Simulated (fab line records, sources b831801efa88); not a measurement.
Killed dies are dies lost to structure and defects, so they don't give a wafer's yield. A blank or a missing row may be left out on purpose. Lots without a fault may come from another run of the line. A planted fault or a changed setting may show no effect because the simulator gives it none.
One fault seen from 2 desks | flow gf180mcu | each desk has only its own numbers; what lay behind them comes last

THE METROLOGY DESK
What the gauges read, lot by lot, whatever tool the lot ran on: means of the sampled wafers that have a number. A lot is out of limits, marked OUT, if its mean lies more than 4 standard deviations from the usual mean; the brackets give that distance.
Columns: A = V4_CVD_00_THK at GF_V4_THK_MEAS_01, usual 600 nm; B = cd_nm at GF_M5_CD_MEAS_07, usual 280.2 nm; C = V5_BOW at GF_V5_BOW_MEAS_05, usual 131 um
lot  | first seen here | A   | B     | C
L246 | day 23 17:30    | 609 | 278.9 | 132
L247 | day 23 23:13    | 606 | 279.1 | 136
L248 | day 24 10:59    | 596 | 279.9 | 122
L249 | day 24 14:16    | 594 | 282.2 | 130
L254 | day 26 07:58    | 600 | 279.8 | 142
L258 | day 27 14:38    | 603 | 280.0 | 129
L259 | day 28 05:10    | 605 | 280.6 | 134
L261 | day 28 17:58    | 597 | 280.1 | 142
L262 | day 28 20:40    | 600 | 282.3 | 128
L266 | day 30 03:11    | 598 | 279.2 | 137
L268 | day 30 12:00    | 593 | 279.9 | 143
L269 | day 30 14:49    | 597 | 281.6 | 131
This desk's finding: nothing out of limits on any of the 12 lots.

THE TOOL OWNER'S DESK: cmp-01
The tool's own readings at GF_V5_CMP_04 (polishes SiO2): means of the sampled wafers that have a number, for each lot that ran on this tool. A lot is out of limits, marked OUT, if its mean lies more than 4 standard deviations from the usual mean; the brackets give that distance.
Columns: A = motor_current_A at GF_V5_CMP_04, usual 12.6 A
lot  | first seen here | A
L248 | day 27 06:52    | 12.6
L258 | day 30 04:33    | 13.4
L259 | day 30 18:28    | 13.3
This desk's finding: nothing out of limits on any of the 3 lots.

PUT TOGETHER
The metrology desk saw nothing out of limits.
The tool owner's desk saw nothing out of limits.

WHAT THE SIMULATOR HAD PUT IN
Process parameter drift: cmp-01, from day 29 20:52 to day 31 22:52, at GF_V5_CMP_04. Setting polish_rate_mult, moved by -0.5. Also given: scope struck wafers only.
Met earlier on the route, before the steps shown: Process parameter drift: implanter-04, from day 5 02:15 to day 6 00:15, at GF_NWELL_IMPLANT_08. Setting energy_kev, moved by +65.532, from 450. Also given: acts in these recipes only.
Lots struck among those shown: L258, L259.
